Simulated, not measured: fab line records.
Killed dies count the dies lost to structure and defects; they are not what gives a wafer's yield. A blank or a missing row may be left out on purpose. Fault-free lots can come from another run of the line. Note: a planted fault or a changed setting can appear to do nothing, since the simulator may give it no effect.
Struck lot and sound lot, side by side || flow gf180mcu || 16 out of 602 route steps
Sound: the wafers L517.2, L517.3, L517.4. Wafers struck: L527.1, L527.4, L527.6. The cause is named last.
Each step with rows lists, per side, the tool, then ch with its chambers, then its first start. Under that, the readings that differ: sound wafers || struck wafers || difference of the means || sigmas: that difference in standard deviations of wafers without a fault.
alike: readings with means less than 2 such deviations apart, plus words and numbers identical on both sides. not compared: withheld readings, readings lacking a value on some wafer, bounds such as >300 that could conceal the same value, and numbers that have no deviation in the record and whose values overlap.
The two part at a step that has a row with sigmas, a row that says differs or no value, or rows on one side only. When numbers do not overlap yet have no deviation, they are printed without sigmas and do not part them. Lack of a reading on every wafer of one side parts them only where that side has two or more wafers.

first, 4 steps without rows for these wafers: GF_M2_SOFTBAKE_10 (time 60 s); GF_M2_EXPOSE_11 (exposes mask Metal2, target cd 280 nm); GF_M2_PEB_12 (peb time 90 s); GF_M2_DEVELOP_13 (develop time 60 s).
GF_M2_CD_MEAS_14: the cd target is 280 nm.
  sound on cd_sem-02, day 21 12:43; struck on cd_sem-02, day 24 23:11
{"reading": "cd_nm (nm)", "sound": "279.4 278.0 279.0", "struck": "281.7 281.4 282.3", "difference": "+3.0", "sigmas": "+2"}
GF_M2_OVL_MEAS_15:
  sound on overlay-02, day 21 12:49; struck on overlay-01, day 24 23:19
  alike: M2_OVL
GF_M2_METAL_ETCH_16: etches the open film in Cl2/BCl3, stops on SiO2, target depth 750.8 nm, time 125.1 s.
  sound on rie_metal-02 ch 0,1, day 21 12:51; struck on rie_metal-03 ch 0, day 24 23:20
  alike: chamber_pressure_mTorr, drypump_motor_current_A, oes_product_au, throttle_valve_pct
  not compared: rf_hours_counter_h
GF_M2_STRIP_17: strips in O2/N2.
  sound on plasma_asher-01 ch 0,1, day 21 13:01; struck on plasma_asher-01 ch 0,1, day 24 23:28
  alike: chamber_pressure_mTorr, drypump_motor_current_A, heater_power_w, o2_flow_sccm, oes_product_au, strip_time_to_endpoint_s
  not compared: rf_hours_counter_h
then, 3 steps without rows for these wafers: GF_M2_STRIP_18 (strips in post etch residue remover, time 1200 s); GF_M2_CLEAN_19 (cleans in DIW); GF_V2_CVD_00 (deposits SiO2, target thk 600 nm, time 100 s).
GF_V2_THK_MEAS_01:
  sound on film_metro-01, day 21 13:38; struck on film_metro-02, day 25 00:05
  alike: V2_CVD_00_THK
GF_V2_CVD_02: deposits SiO2 from TEOS, target thk 850 nm, time 94.851 s.
  sound on pecvd-04 ch 1,2, day 21 13:41; struck on pecvd-04 ch 0,1,2, day 25 00:08
{"reading": "model.SiO2_of_V2_CVD_02.thk_nm (nm)", "sound": "861.9 843.8 866", "struck": "1233 1270 1269", "difference": "+400", "sigmas": ""}
  alike: heater_power_w
GF_V2_THK_MEAS_03:
  sound on film_metro-04, day 21 13:46; struck on film_metro-04, day 25 00:13
{"reading": "V2_CVD_02_THK (nm)", "sound": "862 844 866", "struck": "1235 1270 1270", "difference": "+401", "sigmas": "+29"}
GF_V2_CMP_04: polishes SiO2.
  sound on cmp-02 ch 0,1,2, day 21 13:49; struck on cmp-01 ch 0,1, day 25 00:16
{"reading": "time_to_endpoint_s (s)", "sound": "82 66 79", "struck": "213 234 227", "difference": "+149", "sigmas": "+23"}
  alike: motor_current_A, slurry_filter_dp_kPa
GF_V2_BOW_MEAS_05:
  sound on film_metro-01, day 21 14:08; struck on film_metro-01, day 25 00:34
  alike: V2_BOW

WHERE THEY PART
First at GF_M2_CD_MEAS_14; last, within this record, at GF_V2_CMP_04. Later steps at which nothing parts them and some readings are alike: GF_V2_BOW_MEAS_05.

WHY: what the simulator had put in
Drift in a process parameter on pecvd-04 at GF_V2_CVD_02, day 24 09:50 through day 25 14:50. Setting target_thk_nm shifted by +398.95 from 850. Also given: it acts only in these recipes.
